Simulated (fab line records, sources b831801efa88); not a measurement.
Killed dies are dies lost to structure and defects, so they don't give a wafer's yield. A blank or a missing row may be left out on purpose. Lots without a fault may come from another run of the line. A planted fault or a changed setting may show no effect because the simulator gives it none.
A struck lot beside a sound one | flow sky130 | 16 steps out of a route of 708
Sound: wafers L503.1, L503.3, L503.6. Struck: wafers L514.1, L514.5, L514.6. The cause comes at the end.
At each step with rows: each side's tool, then ch and its chambers, then its first start. Under that, the readings that differ: sound wafers | struck wafers | difference of the means | sigmas: that difference in standard deviations of wafers without a fault.
alike: readings whose means differ by less than 2 such deviations, and words and numbers that are the same on both sides. not compared: withheld readings, readings that some wafer has no value for, bounds like >300 that may hide the same value, and numbers for which the record gives no deviation and whose values overlap.
The two part at a step that has a row with sigmas, a row that says differs or no value, or rows on one side only. Numbers that don't overlap but have no deviation are shown without sigmas and don't part them. A reading that every wafer of one side lacks parts them only if that side has two wafers or more.

first, 5 steps without rows for these wafers: SKY_SONOS_TUNNEL_COAT_02 (resist thk 1140 nm); SKY_SONOS_TUNNEL_SOFTBAKE_03 (time 60 s); SKY_SONOS_TUNNEL_EXPOSE_04 (exposes mask TUNM, target cd 410 nm); SKY_SONOS_TUNNEL_PEB_05; SKY_SONOS_TUNNEL_DEVELOP_06 (develop time 60 s).
SKY_SONOS_TUNNEL_CD_MEAS_07: target cd 410 nm.
  sound on cd_sem-02, day 13 01:11; struck on cd_sem-01, day 16 15:40
  alike: cd_nm
SKY_SONOS_TUNNEL_OVL_MEAS_08:
  sound on overlay-01, day 13 01:18; struck on overlay-02, day 16 15:47
  alike: SONOS_TUNNEL_OVL
then, 3 steps without rows for these wafers: SKY_SONOS_TUNNEL_IMPLANT_09; SKY_SONOS_TUNNEL_WET_ETCH_10 (etches SiO2 in dHF, target depth 14 nm, time 280 s); SKY_SONOS_TUNNEL_STRIP_11 (strips in SPM, time 600 s).
SKY_SONOS_TUNNEL_TW_MEAS_12:
  sound on film_metro-04, day 13 01:46; struck on film_metro-03, day 16 16:14
  alike: SONOS_TUNNEL_TW
then, 1 step without rows for these wafers: SKY_SONOS_TUNNEL_CLEAN_13 (cleans in dHF, time 20 s).
SKY_SONOS_ONO_OXIDATION_00: stabilise 600 s, purge 300 s, target thk 2.6 nm.
  sound on furnace-01 ch 0, day 13 01:50; struck on furnace-02 ch 0, day 16 18:39
  reading                                          | sound             | struck            | difference | sigmas
  spike_tc_centre_C (C)                            | 801.7 800.0 800.8 | 802.9 803.1 803.2 | +2.2       | +2
  spike_tc_upper_C (C)                             | 801.7 802.2 799.4 | 765.9 766.3 765.2 | -35.3      | -35
  zone_power_centre_pct (%)                        | 15.6 15.9 15.3    | 19.1 19.6 19.1    | +3.7       | +6
  zone_power_lower_pct (%)                         | 11.65 11.70 11.65 | 11.15 11.24 11.32 | -0.43      | -4
  zone_power_top_pct (%)                           | 30.3 30.6 30.4    | 34.9 35.1 35.0    | +4.6       | +5
  zone_power_upper_pct (%)                         | 13.9 13.9 14.0    | 2.7 2.7 2.7       | -11.2      | -15
  model.SiO2_of_SONOS_ONO_OXIDATION_00.thk_nm (nm) | 2.655 2.65 2.626  | 2.529 2.514 2.496 | -0.131     |
SKY_SONOS_ONO_THK_MEAS_01:
  sound on film_metro-02, day 13 03:11; struck on film_metro-03, day 16 19:59
  alike: SONOS_ONO_OXIDATION_THK
then, 1 step without rows for these wafers: SKY_SONOS_ONO_CVD_02 (deposits Si3N4 from DCS/NH3, target thk 10.5 nm, time 180 s).
-- the record jumps here: 33 days lie between the struck wafers' starts before and after (it left off in module SONOS_ONO and takes up again in module PAD_OPEN, whose first step shown is number 708 of the route) --
SKY_PAD_OPEN_PROBE_99:
  sound on prober-01, day 47 07:06; struck on prober-01, day 49 18:10
  reading                               | sound                | struck               | difference | sigmas
  model.etest.cap_ono.gate_log10_a_cm2  | -7.799 -8.097 -8.001 | -8.149 -8.247 -8.188 | -0.229     |
  model.etest.sonos_programmed.vt_v (V) | 1.509 1.393 1.458    | 1.361 1.32 1.308     | -0.124     |
  alike: killed_at_M0_to_M3, killed_at_M4_up, killed_at_contacts, killed_at_front_end, killed_at_other, killed_dies, killed_open, killed_short
  not compared: model.etest.sonos_erased.drive_ua_um, model.etest.cap_ono.gate_bv_v, model.etest.cap_ono.tox_acc_nm, model.etest.sonos_erased.vt_v, model.etest.sonos_baked.vt_less_v

WHERE THEY PART
Only at SKY_SONOS_ONO_OXIDATION_00, within this record. Later steps at which nothing parts them and some readings are alike: SKY_SONOS_ONO_THK_MEAS_01, SKY_PAD_OPEN_PROBE_99.

WHY: what the simulator had put in
Process parameter drift: furnace-02, from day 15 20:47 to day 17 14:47, at SKY_SONOS_ONO_OXIDATION_00. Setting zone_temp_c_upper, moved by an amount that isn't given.
